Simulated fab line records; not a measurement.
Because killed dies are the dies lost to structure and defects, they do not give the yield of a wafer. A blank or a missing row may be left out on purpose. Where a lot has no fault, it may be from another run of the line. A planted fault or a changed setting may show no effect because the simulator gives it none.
Problem report in the 8D (eight disciplines) form, filled by code    flow sky130    the parts of the form that need people (team, actions taken, sign-off) are left out

## 1. WHAT WENT WRONG
PASSIVATION_CVD_02_THK at SKY_PASSIVATION_THK_MEAS_03 reads a mean of 792 nm on 1 wafer of 1 lot; wafers without a fault read 540 nm with a standard deviation of 6.9. That puts it +37 standard deviations away from the usual mean.
Earliest sighting: wafer L351.4 on film_metro-03 at day 48 13:16. At this step, 32 wafers from 11 lots have a number in the record. By rule, "out" or "out of limits" means more than 4 standard deviations away from the usual mean. The rest of the wafers with a number are treated as sound.

## 2. WHAT IT IS; WHAT IT IS NOT
question                     is                      is not
which readings at this step  PASSIVATION_CVD_02_THK  -
which lots                   L351                    L337, L338, L339, L341, L343, L344, L346, L349, L359, L360
which wafers of those lots   L351.4                  L351.6
read on which gauges         film_metro-03           film_metro-01, film_metro-02
when                         from day 48 13:16       up to then (25 sound wafers); but 6 sound wafers of L359, L360 came after

## 3. THE SUSPECTS, EACH WITH WHAT RULES IT OUT
Counting: any tool at a process step up to the reading remains a suspect provided it ran every lot that is out. Sound lots after the first of them don't rule it out here, since some wafers of a struck lot are sound.
- the gauge at SKY_PASSIVATION_THK_MEAS_03: kept. All the wafers that are out were read on film_metro-03, and no step on other tools shows them out.
- rie_diel-02 at SKY_VIA3_ETCH_14 (etches BARC in N2/H2, stops on SiO2, time 45.9 s, target depth 60 nm): kept. The lot that is out, L351, ran on it at day 44 22:57; the last sound lot it ran before that was L349, at day 42 21:24.
- pecvd-04 at SKY_PASSIVATION_CVD_02 (deposits Si3N4, target thk 540 nm): kept. The lot that is out, L351, ran on it at day 48 13:08; the last sound lot it ran before that was L346, at day 46 01:02.
- At SKY_PASSIVATION_CVD_02 on pecvd-04, chamber 2 took the sound wafers of the same lots and chamber 1 took the wafers that are out.
The count leaves rie_diel-02 at SKY_VIA3_ETCH_14, pecvd-04 at SKY_PASSIVATION_CVD_02, and film_metro-03 at SKY_PASSIVATION_THK_MEAS_03.

## 4. THE CAUSE (what the simulator had put in)
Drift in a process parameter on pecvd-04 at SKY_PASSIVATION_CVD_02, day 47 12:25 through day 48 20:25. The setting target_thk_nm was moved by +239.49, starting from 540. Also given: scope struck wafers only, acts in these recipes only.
Counting leaves 3 suspects; this tool is one of them.

## 5. SEQUENCE OF EFFECTS, ordered by route
Rows list readings where the struck wafers' mean (over those with a number) sits beyond 3 standard deviations from the usual. Only readings whose record carries a usual standard deviation are examined. hours: median over the lots of the time between each lot's start at the first step of this table that gives one and its start at this step. sigmas: the change, counted in usual standard deviations.
hours  step                         reading                 usual       on struck wafers  change  sigmas
0      SKY_PASSIVATION_THK_MEAS_03  PASSIVATION_CVD_02_THK  540 nm      792               +252    +37
35     SKY_PAD_OPEN_ETCH_07         oes_product_au          0.977 a.u.  1.001             +0.024  +3.1
37     SKY_PAD_OPEN_PROBE_99        killed_at_other         0.3         2.0               +1.7    +3.5
It contains these process steps:
- SKY_PAD_OPEN_ETCH_07: etches the open film in CF4/O2, stops on AlCu, target depth 725 nm, time 161.1 s.
- SKY_PAD_OPEN_PROBE_99

## 6. HOW IT WOULD HAVE BEEN CAUGHT EARLIER
In this record the first reading out of limits at a measuring or inspecting step was taken at day 48 13:16, 25 hours after the fault began at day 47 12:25.
No tool reading at SKY_PASSIVATION_CVD_02 that has a usual standard deviation in the record was out on any struck wafer, so an alarm limit of 4 standard deviations on those readings would not have fired.
Lots out: 1; all had begun SKY_PASSIVATION_CVD_02 on pecvd-04 by day 48 13:16. Holding the tool at that point would not have protected any of them.
